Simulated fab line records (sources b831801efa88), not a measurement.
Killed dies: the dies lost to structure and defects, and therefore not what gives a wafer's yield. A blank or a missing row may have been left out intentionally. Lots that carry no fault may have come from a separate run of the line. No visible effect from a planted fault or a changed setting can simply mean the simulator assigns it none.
Code-filled problem report in 8D (eight disciplines) form | flow sfq_line | the parts of the form that need people (team, actions taken, sign-off) are left out

== 1. PROBLEM STATEMENT ==
Mean of thk_nm at SFQ_TRILAYER_I3_METRO_MEASURE_083: 180.2 nm across 9 wafers in 3 lots; on wafers with no fault it is 200.2 nm (standard deviation 1.5). That puts it -13 standard deviations away from the usual mean.
Seen first at day 32 23:41 on film_metro-04, wafer L205.1. The record has a number at this step for 45 wafers belonging to 15 lots. Rule for "out" (also "out of limits"): further than 4 standard deviations from the usual mean. The rest of the wafers with a number are treated as sound.

== 2. WHAT IT IS, AND WHAT IT ISN'T ==
question                    | is                           | is not
which readings at this step | thk_nm                       | -
which lots                  | L205, L206, L210             | L195, L196, L197, L198, L201, L202, L203, L204, L208, L213, L215, L217
which wafers of those lots  | all that have a number       | -
read on which tools         | film_metro-03, film_metro-04 | film_metro-02
when                        | from day 32 23:41            | up to then (24 sound wafers); but 12 sound wafers of L208, L213, L215, L217 came after

== 3. THE SUSPECTS, EACH WITH WHAT RULES IT OUT ==
Counting: a tool stays on the suspect list if, at a process step up to the reading, it processed all lots that are out and no sound lot following the first of them.
- cmp-01 at SFQ_TRILAYER_I3_CMP_CMP_082 (polishes SiO2): ruled out as a lasting fault. The sound lots L217 went through it after L205, its earliest lot that is out (day 32 21:04).
Left after counting: nothing in the record.

== 4. THE CAUSE (what the simulator had put in) ==
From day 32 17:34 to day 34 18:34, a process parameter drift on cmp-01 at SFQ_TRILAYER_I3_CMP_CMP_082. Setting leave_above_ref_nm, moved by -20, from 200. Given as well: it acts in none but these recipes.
It was ruled out by counting, in error; the rule expects a fault to strike all lots run on its tool from its start on, and this fault did not.

== 5. SEQUENCE OF EFFECTS, ordered by route ==
One row per reading whose mean, taken over the struck wafers that have a number, lies over 3 standard deviations from the usual. Only readings for which the record gives a usual standard deviation are gone through. hours: the time from each lot's start at the first step in this table that gives one to its start at this step, as a median over the lots. sigmas: the change in usual standard deviations.
hours | step                                  | reading        | usual      | on struck wafers | change | sigmas
0     | SFQ_TRILAYER_I3_METRO_MEASURE_083     | thk_nm         | 200.2 nm   | 180.2            | -20.0  | -13
75    | SFQ_TRILAYER_I3_VIA_ETCH_VIA_ETCH_088 | oes_product_au | 0.855 a.u. | 0.808            | -0.047 | -7.9
It contains these process steps:
- SFQ_TRILAYER_I3_METRO_MEASURE_083
- SFQ_TRILAYER_I3_VIA_ETCH_VIA_ETCH_088: etches SiO2 in CHF3, stops on Nb, target depth 260 nm.

== 6. WHAT WOULD HAVE CAUGHT IT SOONER ==
First out-of-limits reading in this record: day 32 23:41, which is 6 hours after fault onset at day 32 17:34.
Of the tool readings at SFQ_TRILAYER_I3_CMP_CMP_082 for which the record gives a usual standard deviation, none was out on any struck wafer, so an alarm limit of 4 standard deviations on them would not have fired.
